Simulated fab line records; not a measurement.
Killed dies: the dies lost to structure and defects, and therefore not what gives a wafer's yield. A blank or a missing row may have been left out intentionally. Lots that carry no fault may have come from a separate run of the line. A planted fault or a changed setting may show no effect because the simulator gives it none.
The tool behind it: which one? || flow sky130 || 39 wafers from 13 lots sampled at 2 of the route's 708 steps

== WHAT THE GAUGES READ, wafer by wafer ==
SKY_VT_ADJUST_NCORE_CD_MEAS_07: target cd 380 nm. Usual: cd_nm reads 380.9 nm (standard deviation 2.7).
{"lot": "L660", "measured": "day 8 17:08", "on": "cd_sem-01", "cd_nm (nm)": "379.1 380.2 382.5", "flag": ""}
{"lot": "L661", "measured": "day 9 10:37", "on": "cd_sem-02", "cd_nm (nm)": "381.5 381.7 377.6", "flag": ""}
{"lot": "L663", "measured": "day 10 05:18", "on": "cd_sem-02", "cd_nm (nm)": "379.9 378.8 379.0", "flag": ""}
{"lot": "L664", "measured": "day 10 14:41", "on": "cd_sem-02", "cd_nm (nm)": "380.1 382.7 380.6", "flag": ""}
{"lot": "L665", "measured": "day 10 15:37", "on": "cd_sem-02", "cd_nm (nm)": "382.8 383.5 381.9", "flag": ""}
{"lot": "L666", "measured": "day 10 16:16", "on": "cd_sem-01", "cd_nm (nm)": "380.1 379.9 382.7", "flag": ""}
{"lot": "L673", "measured": "day 12 20:11", "on": "cd_sem-01", "cd_nm (nm)": "383.5 383.9 381.9", "flag": ""}
{"lot": "L674", "measured": "day 12 22:50", "on": "cd_sem-01", "cd_nm (nm)": "381.6 381.6 382.9", "flag": ""}
{"lot": "L675", "measured": "day 13 07:28", "on": "cd_sem-02", "cd_nm (nm)": "378.7 381.6 381.0", "flag": ""}
{"lot": "L677", "measured": "day 13 19:28", "on": "cd_sem-01", "cd_nm (nm)": "387.0 385.2 387.6", "flag": ""}
{"lot": "L678", "measured": "day 14 04:33", "on": "cd_sem-01", "cd_nm (nm)": "377.7 376.9 375.6", "flag": ""}
{"lot": "L679", "measured": "day 14 11:45", "on": "cd_sem-02", "cd_nm (nm)": "384.1 383.9 384.9", "flag": ""}
{"lot": "L681", "measured": "day 15 13:34", "on": "cd_sem-02", "cd_nm (nm)": "383.7 381.1 381.6", "flag": ""}

== WHAT TOOL EACH LOT RAN ON (gives the tool, then ch and the chambers of the sampled wafers, and finally the start) ==
{"lot": "L660", "SKY_NWELL_CLEAN_27": "wet_bench-02 ch 2, day 5 10:46"}
{"lot": "L661", "SKY_NWELL_CLEAN_27": "wet_bench-01 ch 1, day 6 02:37"}
{"lot": "L663", "SKY_NWELL_CLEAN_27": "wet_bench-02 ch 3, day 6 18:31"}
{"lot": "L664", "SKY_NWELL_CLEAN_27": "wet_bench-03 ch 0, day 7 01:52"}
{"lot": "L665", "SKY_NWELL_CLEAN_27": "wet_bench-02 ch 3, day 7 02:13"}
{"lot": "L666", "SKY_NWELL_CLEAN_27": "wet_bench-01 ch 1, day 7 03:28"}
{"lot": "L673", "SKY_NWELL_CLEAN_27": "wet_bench-01 ch 1, day 8 22:44"}
{"lot": "L674", "SKY_NWELL_CLEAN_27": "wet_bench-03 ch 0, day 9 01:55"}
{"lot": "L675", "SKY_NWELL_CLEAN_27": "wet_bench-02 ch 1, day 9 07:55"}
{"lot": "L677", "SKY_NWELL_CLEAN_27": "wet_bench-02 ch 0, day 9 18:32"}
{"lot": "L678", "SKY_NWELL_CLEAN_27": "wet_bench-02 ch 3, day 10 03:29"}
{"lot": "L679", "SKY_NWELL_CLEAN_27": "wet_bench-02 ch 1, day 10 08:26"}
{"lot": "L681", "SKY_NWELL_CLEAN_27": "wet_bench-02 ch 3, day 11 07:35"}
- SKY_NWELL_CLEAN_27: cleans in SC1/SC2, time 150 s.

== WHAT THE TOOLS THEMSELVES READ (means of the sampled wafers that have a number; where no wafer has one, the mark that the record gives instead) ==
SKY_NWELL_CLEAN_27. Usual: bath_guard_temp_C 69.9 C, standard deviation 0.38; bath_heat_duty_pct 12.6 %, standard deviation 1.3; temp_c 70.00 C, standard deviation 0.11.
{"lot": "L660", "tool": "wet_bench-02", "bath_guard_temp_C (C)": 69.3, "bath_heat_duty_pct (%)": 12.2, "temp_c (C)": 69.96, "flag": ""}
{"lot": "L661", "tool": "wet_bench-01", "bath_guard_temp_C (C)": 69.9, "bath_heat_duty_pct (%)": 13.3, "temp_c (C)": 69.88, "flag": ""}
{"lot": "L663", "tool": "wet_bench-02", "bath_guard_temp_C (C)": "-", "bath_heat_duty_pct (%)": "-", "temp_c (C)": "-", "flag": "OFF"}
{"lot": "L664", "tool": "wet_bench-03", "bath_guard_temp_C (C)": "-", "bath_heat_duty_pct (%)": "-", "temp_c (C)": "-", "flag": "OFF"}
{"lot": "L665", "tool": "wet_bench-02", "bath_guard_temp_C (C)": "-", "bath_heat_duty_pct (%)": "-", "temp_c (C)": "-", "flag": "OFF"}
{"lot": "L666", "tool": "wet_bench-01", "bath_guard_temp_C (C)": 69.8, "bath_heat_duty_pct (%)": 12.6, "temp_c (C)": 70.01, "flag": ""}
{"lot": "L673", "tool": "wet_bench-01", "bath_guard_temp_C (C)": 69.7, "bath_heat_duty_pct (%)": 12.7, "temp_c (C)": 69.93, "flag": ""}
{"lot": "L674", "tool": "wet_bench-03", "bath_guard_temp_C (C)": 69.8, "bath_heat_duty_pct (%)": 13.1, "temp_c (C)": 70.10, "flag": ""}
{"lot": "L675", "tool": "wet_bench-02", "bath_guard_temp_C (C)": 70.2, "bath_heat_duty_pct (%)": 9.6, "temp_c (C)": 69.91, "flag": ""}
{"lot": "L677", "tool": "wet_bench-02", "bath_guard_temp_C (C)": 70.2, "bath_heat_duty_pct (%)": 12.0, "temp_c (C)": 70.03, "flag": ""}
{"lot": "L678", "tool": "wet_bench-02", "bath_guard_temp_C (C)": 70.3, "bath_heat_duty_pct (%)": 14.2, "temp_c (C)": 70.03, "flag": ""}
{"lot": "L679", "tool": "wet_bench-02", "bath_guard_temp_C (C)": 70.0, "bath_heat_duty_pct (%)": 10.9, "temp_c (C)": 69.87, "flag": ""}
{"lot": "L681", "tool": "wet_bench-02", "bath_guard_temp_C (C)": 70.1, "bath_heat_duty_pct (%)": 13.8, "temp_c (C)": 69.94, "flag": ""}

== THE ANSWER, worked out from the rows above alone ==
Rule: a lot counts as off when the mean over its wafers that have a number is more than 3 standard deviations away from the usual mean. Also off: a lot with no number at a reading for which 4 or more lots have one. The other lots that the step has rows for count as sound. The gauges are gone through in route order, then the tools' own readings, and for those a lot's mean is taken as printed above. The first step at which some lot is off is used, and at that step the reading that is off furthest; a lot without a number counts as furthest.
Off, at SKY_NWELL_CLEAN_27 on bath_guard_temp_C: L663, L664, L665. Without a number there: L663, L664, L665.
A tool fits if, at that step or a process step before it, it ran every lot that is off, and no sound lot after the first of them. Of those tried, none fits.

== WHAT WAS PUT IN BY THE SIMULATOR ==
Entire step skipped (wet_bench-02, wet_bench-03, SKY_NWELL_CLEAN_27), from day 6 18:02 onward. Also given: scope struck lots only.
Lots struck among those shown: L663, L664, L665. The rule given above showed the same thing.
